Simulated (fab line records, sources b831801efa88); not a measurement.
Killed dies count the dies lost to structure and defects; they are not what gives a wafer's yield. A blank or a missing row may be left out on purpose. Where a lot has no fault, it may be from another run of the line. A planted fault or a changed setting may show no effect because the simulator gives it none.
One fault through the eyes of 2 desks -- flow sky130 -- every desk sees just its own numbers, and what lay behind them comes last

METROLOGY DESK
What the gauges read, lot by lot, whatever tool the lot ran on: means of the sampled wafers that have a number. The brackets show how far a lot's mean lies from the usual mean; more than 4 standard deviations puts the lot out of limits, marked OUT.
Columns: A = INCOMING_BOW at SKY_FIELD_ISO_BOW_MEAS_00, usual 0 um; B = FIELD_ISO_OXIDATION_01_THK at SKY_FIELD_ISO_THK_MEAS_23, usual 9.93 nm
lot,first seen here,A,B
L447,day 1 10:00,-1,10.12
L448,day 1 15:01,5,9.88
L455,day 3 02:01,-0,10.04
L457,day 3 12:02,5,10.01
L458,day 3 17:01,-5,9.66
L459,day 3 22:02,0,9.91
L460,day 4 03:01,2,9.63
L461,day 4 08:00,-3,9.87
L464,day 4 23:01,-4,9.75
L465,day 5 04:00,-0,9.92
L466,day 5 09:00,0,10.30
L467,day 5 14:00,-1,9.68
L468,day 5 19:00,2,10.11
Result from this desk: across the 13 lots, nothing is out of limits.

AT THE TOOL OWNER'S DESK: cmp-01
The tool's own readings at SKY_FIELD_ISO_CMP_27 (polishes, stops on Si3N4, t overpolish 16 s, target thk 457.8 nm): means of the sampled wafers that have a number, for each lot that ran on this tool. The brackets show how far a lot's mean lies from the usual mean; more than 4 standard deviations puts the lot out of limits, marked OUT.
Columns: A = motor_current_A at SKY_FIELD_ISO_CMP_27, usual 12.2 A; B = overpolish_run_s at SKY_FIELD_ISO_CMP_27, usual 16.000 s; C = time_to_endpoint_s at SKY_FIELD_ISO_CMP_27, usual 115 s
lot,first seen here,A,B,C
L447,day 2 11:50,13.7,15.997,115
L455,day 4 04:14,12.1,15.992,172 (+16) OUT
L457,day 4 15:44,11.2,15.998,156 (+11) OUT
L458,day 5 00:07,11.4,16.003,191 (+20) OUT
This desk finds L455, L457, L458 out of limits, L455 being first, at day 4 04:14 (time_to_endpoint_s at SKY_FIELD_ISO_CMP_27). Within limits: L447.

BROUGHT TOGETHER
The tool owner's desk had the chance to raise an alarm at day 4 04:14 on L455, L457, L458.
Nothing out of limits was seen by the metrology desk.
The metrology desk holds a record of L455, L457, L458, inside its limits.
Of the lots named, all ran SKY_FIELD_ISO_CMP_27 on cmp-01.

WHAT THE SIMULATOR HAD INSERTED
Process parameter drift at SKY_FIELD_ISO_CMP_27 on cmp-01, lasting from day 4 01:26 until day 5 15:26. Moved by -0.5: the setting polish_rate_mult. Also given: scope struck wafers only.
Struck lots among those shown: L455, L457, L458.
Time in hours from fault onset to the first out-of-limits reading at each desk: the tool owner's desk, 3.
